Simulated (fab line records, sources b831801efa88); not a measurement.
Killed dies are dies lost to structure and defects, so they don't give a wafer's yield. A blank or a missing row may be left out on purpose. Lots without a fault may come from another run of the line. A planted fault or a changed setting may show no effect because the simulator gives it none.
Which tool did it? | flow sky130 | 11 lots, 33 wafers sampled, at 2 steps of a route of 708

WHAT THE GAUGES READ, wafer by wafer
SKY_VIA1_RS_MEAS_22: measures by four-point-probe.
lot  | measured     | on            | VIA1_W_RS (ohm/sq)
L904 | day 34 21:46 | film_metro-04 | 0.424 0.420 0.426
L905 | day 35 04:55 | film_metro-01 | 0.418 0.423 0.419
L910 | day 36 19:28 | film_metro-01 | 0.419 0.415 0.423
L915 | day 38 13:35 | film_metro-04 | 0.406 0.399 0.404
L916 | day 38 15:49 | film_metro-03 | 0.399 0.403 0.400
L917 | day 39 04:40 | film_metro-03 | 0.423 0.425 0.429
L919 | day 39 13:56 | film_metro-04 | 0.427 0.425 0.433
L922 | day 40 16:19 | film_metro-04 | 0.423 0.419 0.420
L924 | day 40 20:31 | film_metro-01 | 0.421 0.417 0.418
L926 | day 41 13:38 | film_metro-01 | 0.432 0.432 0.424
L927 | day 41 21:49 | film_metro-01 | 0.432 0.430 0.435

WHICH TOOL RAN EACH LOT (tool, then ch and the chambers of the sampled wafers, then the start)
lot  | SKY_VIA1_CVD_21
L904 | cvd_w-02 ch 0,1, day 34 21:40
L905 | cvd_w-02 ch 0,1, day 35 04:49
L910 | cvd_w-02 ch 0,1, day 36 19:21
L915 | cvd_w-02 ch 0,1, day 38 13:29
L916 | cvd_w-02 ch 0,1, day 38 15:43
L917 | cvd_w-01 ch 0,1, day 39 04:33
L919 | cvd_w-01 ch 0,1, day 39 13:49
L922 | cvd_w-01 ch 0,1, day 40 16:12
L924 | cvd_w-01 ch 0,1, day 40 20:25
L926 | cvd_w-01 ch 0,1, day 41 13:32
L927 | cvd_w-02 ch 0,1, day 41 21:43
- SKY_VIA1_CVD_21: deposits W, target thk 270 nm, time 80.902 s.

THE ANSWER, worked out from the rows above alone
Rule: what is usual is taken from the lots themselves. Put in order of their means at a reading, lots are off if they are a third of the lots or fewer, leave a main group of 4 or more, and stand apart from it by a gap of 3 or more times the standard deviation of the main group's means; of several such gaps the widest counts. A main group whose means are all the same, to the digits that the tables above print for the reading, isn't used. A lot without any number at a reading at which 4 lots or more have one is off too. The other lots that the step has rows for count as sound.
Off: L915, L916, at SKY_VIA1_RS_MEAS_22 (VIA1_W_RS). The main group: mean 0.424 ohm/sq, standard deviation 0.0047.
A tool fits if, at a process step before that reading, it ran every lot that is off, and no sound lot after the first of them. The gauges at SKY_VIA1_RS_MEAS_22 are tried like those tools. None of those tried fits.

WHAT THE SIMULATOR HAD PUT IN
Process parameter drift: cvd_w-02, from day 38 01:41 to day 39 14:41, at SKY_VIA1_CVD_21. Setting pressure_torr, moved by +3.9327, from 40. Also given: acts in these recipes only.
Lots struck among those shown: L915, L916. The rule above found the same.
